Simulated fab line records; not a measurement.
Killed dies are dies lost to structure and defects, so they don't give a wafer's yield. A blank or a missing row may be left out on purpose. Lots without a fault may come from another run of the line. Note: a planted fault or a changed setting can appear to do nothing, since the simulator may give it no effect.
Problem report in the 8D (eight disciplines) form, filled by code | flow gf180mcu | the parts of the form that need people (team, actions taken, sign-off) are left out

## 1. WHAT WENT WRONG
V5_W_RS at GF_V5_RS_MEAS_24 reads a mean of 0.182 ohm/sq on 2 wafers of 2 lots; wafers without a fault read 0.326 ohm/sq with a standard deviation of 0.0037. That is -39 standard deviations from the usual mean.
The step: measures by four-point-probe.
The first sign was on wafer L639.2 at day 30 01:58, on film-metro-02. The record has a number at this step for 30 wafers belonging to 10 lots. Rule for "out", or "out of limits": more than 4 standard deviations from the usual mean. Any other wafer with a number is counted as sound.

## 2. WHAT THIS IS AND IS NOT
question                    | is                | is not
which readings at this step | V5_W_RS           | -
which lots                  | L639, L641        | L630, L631, L632, L645, L648, L649, L651, L653
which wafers of those lots  | L639.2, L641.3    | L639.1, L639.5, L641.5, L641.6
read on which gauges        | film-metro-02     | film-metro-01, film-metro-03
when                        | from day 30 01:58 | up to then (11 sound wafers); but 17 sound wafers of L641, L645, L648, L649, L651, L653 came after

## 3. SUSPECTS, AND WHAT RULES EACH OUT
Counting: if a tool at a process step up to the reading ran every lot that is out, it stays a suspect. Sound lots after the first of them don't rule it out here, since some wafers of a struck lot are sound.
- the gauge at GF_V5_RS_MEAS_24 has been ruled out. All the wafers that are out were read on film-metro-02, but those of them that GF_V5_CMP_26 has rows for are out there too, on other tools.
- plasma-asher-03 at GF_MIM_STRIP_20 (strips in O2/N2): kept. It ran every lot that is out, first L639 (day 28 09:49); its last sound lot up to then is L630 (day 25 04:49).
- cvd-w-02 at GF_V5_CVD_23 (deposits W, target thk 350 nm, time 104.9 s): kept. It ran every lot that is out, first L639 (day 30 01:51); its last sound lot up to then is L632 (day 27 19:22).
After counting, plasma-asher-03 at GF_MIM_STRIP_20 and cvd-w-02 at GF_V5_CVD_23 remain.

## 4. THE CAUSE (what the simulator had put in)
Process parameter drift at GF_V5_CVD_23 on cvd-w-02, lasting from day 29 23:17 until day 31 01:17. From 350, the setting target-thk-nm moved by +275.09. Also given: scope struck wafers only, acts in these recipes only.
2 suspects survive the count, and this tool is in that group.

## 5. THE EFFECT CHAIN, in route order
Rows list readings where the struck wafers' mean (over those with a number) sits beyond 3 standard deviations from the usual. Only readings whose record carries a usual standard deviation are examined. hours: median over the lots of the time between each lot's start at the first step of this table that gives one and its start at this step. sigmas: the change, counted in usual standard deviations.
hours | step             | reading            | usual        | on struck wafers | change | sigmas
0     | GF_V5_RS_MEAS_24 | V5_W_RS            | 0.326 ohm/sq | 0.182            | -0.144 | -39
0     | GF_V5_CMP_26     | time-to-endpoint-s | 86 s         | 160              | +74    | +18
The process steps in it:
- GF_V5_CMP_26: polishes, stops on SiO2, t overpolish 15 s, target thk 0 nm.
Readings that are blank on the struck wafers while sound wafers have them: V5_W_THK at GF_V5_THK_MEAS_25.

## 6. HOW IT WOULD HAVE BEEN CAUGHT EARLIER
Counted from the fault's start at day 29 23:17, it took 3 hours until the first out-of-limits reading at a measuring or inspecting step in this record, taken at day 30 01:58.
Tool readings at GF_V5_CVD_23 with a usual standard deviation given in the record: none out on any struck wafer, hence no alarm at a limit of 4 standard deviations on them.
Among the 2 lots that are out, L641 began GF_V5_CVD_23 on cvd-w-02 after day 30 01:58. A tool hold placed at that time would have kept it from harm.
